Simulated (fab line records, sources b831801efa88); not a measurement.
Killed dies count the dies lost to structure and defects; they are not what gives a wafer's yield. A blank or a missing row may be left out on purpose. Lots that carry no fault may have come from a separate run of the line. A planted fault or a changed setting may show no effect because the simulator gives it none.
Which tool did it? :: flow gf180mcu :: 14 lots with 42 wafers sampled at 6 steps, on a route of 602 steps

## WHAT THE GAUGES SHOWED, per wafer
GF_MVSD_TW_MEAS_11.
lot: L460
measured: day 4 11:03
on: film metro-03
MVSD_TW: 1546 1553 1561

lot: L461
measured: day 4 16:33
on: film metro-01
MVSD_TW: 1557 1564 1566

lot: L462
measured: day 4 23:05
on: film metro-02
MVSD_TW: 1552 1553 1557

lot: L463
measured: day 5 03:38
on: film metro-01
MVSD_TW: 1574 1573 1581

lot: L464
measured: day 5 08:54
on: film metro-01
MVSD_TW: 1571 1574 1578

lot: L465
measured: day 5 17:08
on: film metro-02
MVSD_TW: 30 30 30

lot: L466
measured: day 5 22:48
on: film metro-02
MVSD_TW: 30 30 30

lot: L469
measured: day 6 15:06
on: film metro-03
MVSD_TW: 1555 1546 1552

lot: L470
measured: day 6 20:30
on: film metro-02
MVSD_TW: 1571 1559 1557

lot: L476
measured: day 8 11:01
on: film metro-01
MVSD_TW: 1574 1574 1577

lot: L477
measured: day 8 14:05
on: film metro-01
MVSD_TW: 1574 1575 1577

lot: L479
measured: day 8 23:19
on: film metro-01
MVSD_TW: 1579 1580 1580

lot: L482
measured: day 9 18:32
on: film metro-02
MVSD_TW: 1576 1573 1565

lot: L483
measured: day 10 00:20
on: film metro-02
MVSD_TW: 1578 1580 1580

GF_V3_CD_MEAS_14 targets a cd of 260 nm.
lot: L460
measured: day 22 00:36
on: cd sem-01
cd nm (nm): 260.0 259.7 260.4

lot: L461
measured: day 22 14:57
on: cd sem-02
cd nm (nm): 260.3 260.4 260.5

lot: L462
measured: day 23 05:55
on: cd sem-01
cd nm (nm): 259.2 260.2 259.7

lot: L463
measured: day 23 07:30
on: cd sem-01
cd nm (nm): 259.1 259.1 259.1

lot: L464
measured: day 23 21:10
on: cd sem-01
cd nm (nm): 259.4 258.7 259.1

lot: L465
measured: day 24 05:46
on: cd sem-01
cd nm (nm): 260.8 260.3 258.8

lot: L466
measured: day 24 16:50
on: cd sem-01
cd nm (nm): 257.1 259.5 259.0

lot: L469
measured: day 25 12:40
on: cd sem-01
cd nm (nm): 259.8 259.6 260.0

lot: L470
measured: day 25 23:06
on: cd sem-01
cd nm (nm): 260.1 261.7 260.1

lot: L476
measured: day 28 14:00
on: cd sem-01
cd nm (nm): 259.1 258.9 258.5

lot: L477
measured: day 28 16:01
on: cd sem-01
cd nm (nm): 259.8 261.0 260.2

lot: L479
measured: day 28 22:01
on: cd sem-01
cd nm (nm): 257.8 258.9 259.1

lot: L482
measured: day 29 18:09
on: cd sem-01
cd nm (nm): 261.4 262.6 263.1

lot: L483
measured: day 29 23:38
on: cd sem-02
cd nm (nm): 261.1 260.8 261.6

## EACH LOT AND THE TOOL THAT RAN IT (in order: tool; ch and the chambers of the sampled wafers; start)
lot: L460
GF_LVPWELL_STRIP_10: plasma asher-03 ch 0,1, day 3 21:04
GF_MVSD_STRIP_10: plasma asher-04 ch 0,1, day 4 10:58
GF_V2_SPUTTER_22: pvd sputter-02, day 19 23:37
GF_M3_STRIP_17: plasma asher-03 ch 0,1, day 21 00:10

lot: L461
GF_LVPWELL_STRIP_10: plasma asher-01 ch 0,1, day 4 02:43
GF_MVSD_STRIP_10: plasma asher-01 ch 0,1, day 4 16:28
GF_V2_SPUTTER_22: pvd sputter-01, day 20 13:13
GF_M3_STRIP_17: plasma asher-04 ch 0,1, day 21 14:04

lot: L462
GF_LVPWELL_STRIP_10: plasma asher-01 ch 0,1, day 4 08:47
GF_MVSD_STRIP_10: plasma asher-04 ch 0, day 4 22:59
GF_V2_SPUTTER_22: pvd sputter-03, day 21 04:55
GF_M3_STRIP_17: plasma asher-03 ch 0,1, day 22 06:04

lot: L463
GF_LVPWELL_STRIP_10: plasma asher-04 ch 0,1, day 4 13:35
GF_MVSD_STRIP_10: plasma asher-04 ch 0,1, day 5 03:32
GF_V2_SPUTTER_22: pvd sputter-01, day 21 06:40
GF_M3_STRIP_17: plasma asher-02 ch 0, day 22 07:28

lot: L464
GF_LVPWELL_STRIP_10: plasma asher-01 ch 0,1, day 4 18:32
GF_MVSD_STRIP_10: plasma asher-04 ch 0,1, day 5 08:47
GF_V2_SPUTTER_22: pvd sputter-02, day 21 21:13
GF_M3_STRIP_17: plasma asher-04 ch 0,1, day 22 21:18

lot: L465
GF_LVPWELL_STRIP_10: plasma asher-01 ch 0,1, day 5 02:12
GF_MVSD_STRIP_10: plasma asher-01 ch 0,1, day 5 17:02
GF_V2_SPUTTER_22: pvd sputter-01, day 22 05:31
GF_M3_STRIP_17: plasma asher-02 ch 0,1, day 23 06:16

lot: L466
GF_LVPWELL_STRIP_10: plasma asher-01 ch 0,1, day 5 08:00
GF_MVSD_STRIP_10: plasma asher-04 ch 0,1, day 5 22:42
GF_V2_SPUTTER_22: pvd sputter-01, day 22 17:01
GF_M3_STRIP_17: plasma asher-03 ch 0,1, day 23 17:46

lot: L469
GF_LVPWELL_STRIP_10: plasma asher-03 ch 0,1, day 5 23:32
GF_MVSD_STRIP_10: plasma asher-02 ch 0,1, day 6 14:59
GF_V2_SPUTTER_22: pvd sputter-01, day 23 15:10
GF_M3_STRIP_17: plasma asher-04 ch 0,1, day 24 14:10

lot: L470
GF_LVPWELL_STRIP_10: plasma asher-04 ch 0,1, day 6 05:39
GF_MVSD_STRIP_10: plasma asher-04 ch 0,1, day 6 20:24
GF_V2_SPUTTER_22: pvd sputter-02, day 24 01:28
GF_M3_STRIP_17: plasma asher-04 ch 0,1, day 25 00:25

lot: L476
GF_LVPWELL_STRIP_10: plasma asher-03 ch 0,1, day 7 18:45
GF_MVSD_STRIP_10: plasma asher-02 ch 0,1, day 8 10:54
GF_V2_SPUTTER_22: pvd sputter-02, day 26 03:25
GF_M3_STRIP_17: plasma asher-03 ch 1, day 27 01:31

lot: L477
GF_LVPWELL_STRIP_10: plasma asher-03 ch 0,1, day 7 21:35
GF_MVSD_STRIP_10: plasma asher-04 ch 0, day 8 13:59
GF_V2_SPUTTER_22: pvd sputter-02, day 26 08:28
GF_M3_STRIP_17: plasma asher-02 ch 0,1, day 27 10:38

lot: L479
GF_LVPWELL_STRIP_10: plasma asher-01 ch 0,1, day 8 06:41
GF_MVSD_STRIP_10: plasma asher-01 ch 0,1, day 8 23:12
GF_V2_SPUTTER_22: pvd sputter-01, day 26 20:49
GF_M3_STRIP_17: plasma asher-04 ch 1, day 28 12:05

lot: L482
GF_LVPWELL_STRIP_10: plasma asher-01 ch 0,1, day 9 00:53
GF_MVSD_STRIP_10: plasma asher-01 ch 0,1, day 9 18:26
GF_V2_SPUTTER_22: pvd sputter-01, day 28 12:51
GF_M3_STRIP_17: plasma asher-03 ch 0,1, day 28 23:44

lot: L483
GF_LVPWELL_STRIP_10: plasma asher-03 ch 0,1, day 9 06:17
GF_MVSD_STRIP_10: plasma asher-01 ch 0,1, day 10 00:14
GF_V2_SPUTTER_22: pvd sputter-01, day 28 15:45
GF_M3_STRIP_17: plasma asher-04 ch 0,1, day 29 03:56
- GF_LVPWELL_STRIP_10: strips in O2/N2.
- GF_MVSD_STRIP_10: strips in O2/N2.
- GF_V2_SPUTTER_22: material TiN, target thk 10 nm, time 40 s.
- GF_M3_STRIP_17: strips in O2/N2.

## WHAT THE TOOLS THEMSELVES READ (means of the sampled wafers that have a number; where no wafer has one, the mark that the record gives instead)
GF_LVPWELL_STRIP_10.
lot: L460
tool: plasma asher-03
chamber pressure mTorr (mTorr): 1501.8
drypump motor current A (A): 5.7
heater power w (W): 298
oes product au (a.u.): 0.726
strip time to endpoint s (s): 36.91

lot: L461
tool: plasma asher-01
chamber pressure mTorr (mTorr): 1500.8
drypump motor current A (A): 6.2
heater power w (W): 328
oes product au (a.u.): 0.726
strip time to endpoint s (s): 36.95

lot: L462
tool: plasma asher-01
chamber pressure mTorr (mTorr): 1500.5
drypump motor current A (A): 5.8
heater power w (W): 352
oes product au (a.u.): 0.724
strip time to endpoint s (s): 36.87

lot: L463
tool: plasma asher-04
chamber pressure mTorr (mTorr): 1501.2
drypump motor current A (A): 5.8
heater power w (W): 361
oes product au (a.u.): 0.720
strip time to endpoint s (s): 36.98

lot: L464
tool: plasma asher-01
chamber pressure mTorr (mTorr): 1500.9
drypump motor current A (A): 6.2
heater power w (W): 327
oes product au (a.u.): 0.724
strip time to endpoint s (s): 37.00

lot: L465
tool: plasma asher-01
chamber pressure mTorr (mTorr): -
drypump motor current A (A): -
heater power w (W): -
oes product au (a.u.): -
strip time to endpoint s (s): -

lot: L466
tool: plasma asher-01
chamber pressure mTorr (mTorr): -
drypump motor current A (A): -
heater power w (W): -
oes product au (a.u.): -
strip time to endpoint s (s): -

lot: L469
tool: plasma asher-03
chamber pressure mTorr (mTorr): 1501.0
drypump motor current A (A): 5.7
heater power w (W): 300
oes product au (a.u.): 0.726
strip time to endpoint s (s): 36.89

lot: L470
tool: plasma asher-04
chamber pressure mTorr (mTorr): 1500.3
drypump motor current A (A): 5.8
heater power w (W): 337
oes product au (a.u.): 0.722
strip time to endpoint s (s): 37.05

lot: L476
tool: plasma asher-03
chamber pressure mTorr (mTorr): 1501.5
drypump motor current A (A): 5.7
heater power w (W): 299
oes product au (a.u.): 0.721
strip time to endpoint s (s): 36.87

lot: L477
tool: plasma asher-03
chamber pressure mTorr (mTorr): 1500.1
drypump motor current A (A): 5.7
heater power w (W): 298
oes product au (a.u.): 0.726
strip time to endpoint s (s): 36.99

lot: L479
tool: plasma asher-01
chamber pressure mTorr (mTorr): 1500.8
drypump motor current A (A): 6.2
heater power w (W): 330
oes product au (a.u.): 0.725
strip time to endpoint s (s): 37.10

lot: L482
tool: plasma asher-01
chamber pressure mTorr (mTorr): 1500.7
drypump motor current A (A): 5.9
heater power w (W): 346
oes product au (a.u.): 0.723
strip time to endpoint s (s): 36.80

lot: L483
tool: plasma asher-03
chamber pressure mTorr (mTorr): 1501.9
drypump motor current A (A): 6.0
heater power w (W): 289
oes product au (a.u.): 0.721
strip time to endpoint s (s): 36.91

GF_MVSD_STRIP_10.
lot: L460
tool: plasma asher-04
chamber pressure mTorr (mTorr): 1499.9
drypump motor current A (A): 5.9
heater power w (W): 376
oes product au (a.u.): 0.719
strip time to endpoint s (s): 37.04

lot: L461
tool: plasma asher-01
chamber pressure mTorr (mTorr): 1500.3
drypump motor current A (A): 6.2
heater power w (W): 336
oes product au (a.u.): 0.722
strip time to endpoint s (s): 37.14

lot: L462
tool: plasma asher-04
chamber pressure mTorr (mTorr): 1499.5
drypump motor current A (A): 6.0
heater power w (W): 394
oes product au (a.u.): 0.721
strip time to endpoint s (s): 37.11

lot: L463
tool: plasma asher-04
chamber pressure mTorr (mTorr): 1500.9
drypump motor current A (A): 5.8
heater power w (W): 364
oes product au (a.u.): 0.725
strip time to endpoint s (s): 37.01

lot: L464
tool: plasma asher-04
chamber pressure mTorr (mTorr): 1500.3
drypump motor current A (A): 5.9
heater power w (W): 373
oes product au (a.u.): 0.719
strip time to endpoint s (s): 37.01

lot: L465
tool: plasma asher-01
chamber pressure mTorr (mTorr): 1500.8
drypump motor current A (A): 6.2
heater power w (W): 327
oes product au (a.u.): 0.738
strip time to endpoint s (s): 81.45

lot: L466
tool: plasma asher-04
chamber pressure mTorr (mTorr): 1500.2
drypump motor current A (A): 5.8
heater power w (W): 341
oes product au (a.u.): 0.743
strip time to endpoint s (s): 81.71

lot: L469
tool: plasma asher-02
chamber pressure mTorr (mTorr): 1500.3
drypump motor current A (A): 5.9
heater power w (W): 355
oes product au (a.u.): 0.725
strip time to endpoint s (s): 37.08

lot: L470
tool: plasma asher-04
chamber pressure mTorr (mTorr): 1499.3
drypump motor current A (A): 5.8
heater power w (W): 336
oes product au (a.u.): 0.725
strip time to endpoint s (s): 37.00

lot: L476
tool: plasma asher-02
chamber pressure mTorr (mTorr): 1500.2
drypump motor current A (A): 5.8
heater power w (W): 355
oes product au (a.u.): 0.725
strip time to endpoint s (s): 36.84

lot: L477
tool: plasma asher-04
chamber pressure mTorr (mTorr): 1500.7
drypump motor current A (A): 6.0
heater power w (W): 364
oes product au (a.u.): 0.720
strip time to endpoint s (s): 37.19

lot: L479
tool: plasma asher-01
chamber pressure mTorr (mTorr): 1501.3
drypump motor current A (A): 5.9
heater power w (W): 343
oes product au (a.u.): 0.719
strip time to endpoint s (s): 36.84

lot: L482
tool: plasma asher-01
chamber pressure mTorr (mTorr): 1498.6
drypump motor current A (A): 5.9
heater power w (W): 343
oes product au (a.u.): 0.725
strip time to endpoint s (s): 37.08

lot: L483
tool: plasma asher-01
chamber pressure mTorr (mTorr): 1501.3
drypump motor current A (A): 6.2
heater power w (W): 330
oes product au (a.u.): 0.722
strip time to endpoint s (s): 36.95

GF_V2_SPUTTER_22.
lot: L460
tool: pvd sputter-02
throttle valve pct (%): 30.9

lot: L461
tool: pvd sputter-01
throttle valve pct (%): 30.2

lot: L462
tool: pvd sputter-03
throttle valve pct (%): 30.7

lot: L463
tool: pvd sputter-01
throttle valve pct (%): 30.7

lot: L464
tool: pvd sputter-02
throttle valve pct (%): 30.4

lot: L465
tool: pvd sputter-01
throttle valve pct (%): 30.8

lot: L466
tool: pvd sputter-01
throttle valve pct (%): 30.3

lot: L469
tool: pvd sputter-01
throttle valve pct (%): 30.5

lot: L470
tool: pvd sputter-02
throttle valve pct (%): 31.6

lot: L476
tool: pvd sputter-02
throttle valve pct (%): 30.4

lot: L477
tool: pvd sputter-02
throttle valve pct (%): 30.9

lot: L479
tool: pvd sputter-01
throttle valve pct (%): 30.6

lot: L482
tool: pvd sputter-01
throttle valve pct (%): 30.5

lot: L483
tool: pvd sputter-01
throttle valve pct (%): 30.5

GF_M3_STRIP_17.
lot: L460
tool: plasma asher-03
chamber pressure mTorr (mTorr): 1499.7
drypump motor current A (A): 5.71
heater power w (W): 300
oes product au (a.u.): 0.556
strip time to endpoint s (s): 7.93

lot: L461
tool: plasma asher-04
chamber pressure mTorr (mTorr): 1499.6
drypump motor current A (A): 5.83
heater power w (W): 333
oes product au (a.u.): 0.561
strip time to endpoint s (s): 7.90

lot: L462
tool: plasma asher-03
chamber pressure mTorr (mTorr): 1500.4
drypump motor current A (A): 5.98
heater power w (W): 294
oes product au (a.u.): 0.559
strip time to endpoint s (s): 7.90

lot: L463
tool: plasma asher-02
chamber pressure mTorr (mTorr): 1499.5
drypump motor current A (A): 5.73
heater power w (W): 347
oes product au (a.u.): 0.558
strip time to endpoint s (s): 7.86

lot: L464
tool: plasma asher-04
chamber pressure mTorr (mTorr): 1499.0
drypump motor current A (A): 5.89
heater power w (W): 351
oes product au (a.u.): 0.558
strip time to endpoint s (s): 7.96

lot: L465
tool: plasma asher-02
chamber pressure mTorr (mTorr): 1500.8
drypump motor current A (A): 5.89
heater power w (W): 345
oes product au (a.u.): 0.560
strip time to endpoint s (s): 7.93

lot: L466
tool: plasma asher-03
chamber pressure mTorr (mTorr): 1500.1
drypump motor current A (A): 5.70
heater power w (W): 298
oes product au (a.u.): 0.559
strip time to endpoint s (s): 7.89

lot: L469
tool: plasma asher-04
chamber pressure mTorr (mTorr): 1500.5
drypump motor current A (A): 5.91
heater power w (W): 348
oes product au (a.u.): 0.563
strip time to endpoint s (s): 7.98

lot: L470
tool: plasma asher-04
chamber pressure mTorr (mTorr): 1500.1
drypump motor current A (A): 5.82
heater power w (W): 333
oes product au (a.u.): 0.554
strip time to endpoint s (s): 7.92

lot: L476
tool: plasma asher-03
chamber pressure mTorr (mTorr): 1499.9
drypump motor current A (A): 5.45
heater power w (W): 310
oes product au (a.u.): 0.559
strip time to endpoint s (s): 7.95

lot: L477
tool: plasma asher-02
chamber pressure mTorr (mTorr): 1500.4
drypump motor current A (A): 5.91
heater power w (W): 355
oes product au (a.u.): 0.561
strip time to endpoint s (s): 7.91

lot: L479
tool: plasma asher-04
chamber pressure mTorr (mTorr): 1500.0
drypump motor current A (A): 5.74
heater power w (W): 321
oes product au (a.u.): 0.558
strip time to endpoint s (s): 7.93

lot: L482
tool: plasma asher-03
chamber pressure mTorr (mTorr): 1500.1
drypump motor current A (A): 5.70
heater power w (W): 299
oes product au (a.u.): 0.558
strip time to endpoint s (s): 7.89

lot: L483
tool: plasma asher-04
chamber pressure mTorr (mTorr): 1499.8
drypump motor current A (A): 5.89
heater power w (W): 353
oes product au (a.u.): 0.566
strip time to endpoint s (s): 7.97

## THE ANSWER, worked out from the rows above alone
Rule: usual is defined by the lots themselves. The widest of any qualifying gaps counts: lots, ordered by their means at a reading, are off when they make up no more than a third of the lots, leave a main group of 4 or more, and stand apart from it by 3 or more times the standard deviation of that group's means. If all means in a main group match to the digits the tables above print for the reading, that group is not used. A lot without any number at a reading at which 4 lots or more have one is off too. Where the step has rows for the other lots, those lots are counted as sound. After the gauges, taken in route order, come the tools' own readings; for these a lot's mean is taken, as printed above. At the first step where some lot is off, the reading lying furthest off is the one used; lots without a number count as furthest.
Off: L465, L466, at GF_MVSD_TW_MEAS_11 (MVSD_TW). The main group: mean 1568, standard deviation 10.
If a tool, at a process step before that reading, ran all the lots that are off and no sound lot after the first of them, it fits. The gauges at GF_MVSD_TW_MEAS_11 aren't tried: what is off there is off at GF_LVPWELL_STRIP_10 too, on other tools, and a gauge's error can't cause that. Of those tried, none fits.

## WHAT THE SIMULATOR HAD INSERTED
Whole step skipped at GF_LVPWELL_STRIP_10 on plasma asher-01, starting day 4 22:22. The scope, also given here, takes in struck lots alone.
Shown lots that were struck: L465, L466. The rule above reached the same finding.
